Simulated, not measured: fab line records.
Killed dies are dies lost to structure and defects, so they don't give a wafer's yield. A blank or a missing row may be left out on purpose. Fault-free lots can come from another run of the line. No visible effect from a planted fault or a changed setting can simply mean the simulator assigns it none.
The tool behind it: which one?	flow sky130	14 lots with 42 wafers sampled at 4 steps, on a route of 708 steps

== WHAT EACH GAUGE READ, for each wafer ==
SKY_METAL4_CD_MEAS_13 targets a cd of 300 nm.
lot	measured	on	cd-nm (nm)
L694	day 41 23:46	cd-sem-01	296.5 298.4 295.8
L695	day 42 11:13	cd-sem-02	300.8 301.3 299.5
L696	day 42 15:58	cd-sem-02	301.2 301.6 301.6
L697	day 42 16:48	cd-sem-02	300.7 299.2 298.4
L699	day 43 11:42	cd-sem-01	300.3 299.8 300.0
L705	day 44 22:31	cd-sem-01	298.4 297.6 298.7
L706	day 45 03:10	cd-sem-01	300.2 299.3 300.3
L707	day 45 11:05	cd-sem-02	300.9 301.6 301.6
L710	day 46 06:43	cd-sem-01	298.7 297.9 298.2
L713	day 46 19:51	cd-sem-02	299.8 299.9 300.3
L714	day 47 04:50	cd-sem-02	299.9 300.9 299.4
L715	day 47 19:29	cd-sem-02	300.9 299.8 300.8
L716	day 47 20:41	cd-sem-02	299.6 300.5 300.5
L717	day 47 21:52	cd-sem-01	300.5 300.3 300.9

SKY_METAL5_RS_MEAS_05: measurement is done with a four-point probe.
lot	measured	on	METAL5_ALCU_RS (ohm/sq)
L694	day 43 02:26	film-metro-03	0.0270 0.0266 0.0267
L695	day 43 13:23	film-metro-02	0.0279 0.0271 0.0277
L696	day 43 17:08	film-metro-03	0.0269 0.0274 0.0270
L697	day 43 18:38	film-metro-03	0.0270 0.0267 0.0262
L699	day 44 16:14	film-metro-01	0.0269 0.0269 0.0270
L705	day 45 22:31	film-metro-03	0.0270 0.0263 0.0263
L706	day 46 04:11	film-metro-01	0.0278 0.0271 0.0275
L707	day 46 12:08	film-metro-01	0.0271 0.0273 0.0265
L710	day 47 06:34	film-metro-02	0.0274 0.0272 0.0273
L713	day 47 19:22	film-metro-03	0.0269 0.0269 0.0275
L714	day 48 04:12	film-metro-03	0.0275 0.0276 0.0278
L715	day 48 17:10	film-metro-03	0.0272 0.0268 0.0266
L716	day 48 18:52	film-metro-01	0.0272 0.0272 0.0268
L717	day 48 19:48	film-metro-02	0.0272 0.0276 0.0276

== TOOL THAT RAN EACH LOT (tool first, then ch and the chambers of the sampled wafers, then the start) ==
lot	SKY_CONTACT_CLEAN_22	SKY_CAP2M_SPUTTER_02
L694	wet-bench-03 ch 1, day 31 22:07	pvd-sputter-04, day 39 23:37
L695	wet-bench-02 ch 1, day 32 12:07	pvd-sputter-02, day 40 11:45
L696	wet-bench-03 ch 2, day 32 14:31	pvd-sputter-02, day 40 16:14
L697	wet-bench-02 ch 3, day 32 15:37	pvd-sputter-04, day 40 16:35
L699	wet-bench-02 ch 3, day 33 14:33	pvd-sputter-03, day 41 12:48
L705	wet-bench-02 ch 1, day 35 08:31	pvd-sputter-03, day 43 02:22
L706	wet-bench-02 ch 1, day 35 14:48	pvd-sputter-03, day 43 06:50
L707	wet-bench-04 ch 1, day 36 00:53	pvd-sputter-04, day 43 14:26
L710	wet-bench-04 ch 1, day 36 21:29	pvd-sputter-03, day 44 10:05
L713	wet-bench-03 ch 0, day 37 16:56	pvd-sputter-03, day 45 01:16
L714	wet-bench-03 ch 2, day 38 01:21	pvd-sputter-03, day 45 11:03
L715	wet-bench-02 ch 2, day 38 21:30	pvd-sputter-03, day 46 02:07
L716	wet-bench-03 ch 0, day 38 22:28	pvd-sputter-02, day 46 03:56
L717	wet-bench-02 ch 2, day 38 23:43	pvd-sputter-02, day 46 04:32
- SKY_CONTACT_CLEAN_22: cleans in O3/DIW.
- SKY_CAP2M_SPUTTER_02: material TiN, target thk 200 nm, time 166.7 s.

== WHAT THE TOOLS THEMSELVES READ (means of the sampled wafers that have a number; where no wafer has one, the mark that the record gives instead) ==
SKY_CAP2M_SPUTTER_02.
lot	tool	throttle-valve-pct (%)
L694	pvd-sputter-04	29.5
L695	pvd-sputter-02	29.8
L696	pvd-sputter-02	29.6
L697	pvd-sputter-04	30.3
L699	pvd-sputter-03	29.8
L705	pvd-sputter-03	30.4
L706	pvd-sputter-03	29.0
L707	pvd-sputter-04	28.9
L710	pvd-sputter-03	29.4
L713	pvd-sputter-03	29.2
L714	pvd-sputter-03	29.9
L715	pvd-sputter-03	30.3
L716	pvd-sputter-02	30.0
L717	pvd-sputter-02	30.0

== THE ANSWER, worked out from the rows above alone ==
Rule: the usual values come from the lots themselves. The widest of any qualifying gaps counts: lots, ordered by their means at a reading, are off when they make up no more than a third of the lots, leave a main group of 4 or more, and stand apart from it by 3 or more times the standard deviation of that group's means. If all means in a main group match to the digits the tables above print for the reading, that group is not used. A lot without any number at a reading at which 4 lots or more have one is off too. The other lots that the step has rows for count as sound. The gauges are gone through in route order, then the tools' own readings, and for those a lot's mean is taken as printed above. The first step at which some lot is off is used, and at that step the reading that is off furthest; a lot without a number counts as furthest.
None of the lots is off at any reading shown; this tells nothing.

== WHAT HAD BEEN PUT IN BY THE SIMULATOR ==
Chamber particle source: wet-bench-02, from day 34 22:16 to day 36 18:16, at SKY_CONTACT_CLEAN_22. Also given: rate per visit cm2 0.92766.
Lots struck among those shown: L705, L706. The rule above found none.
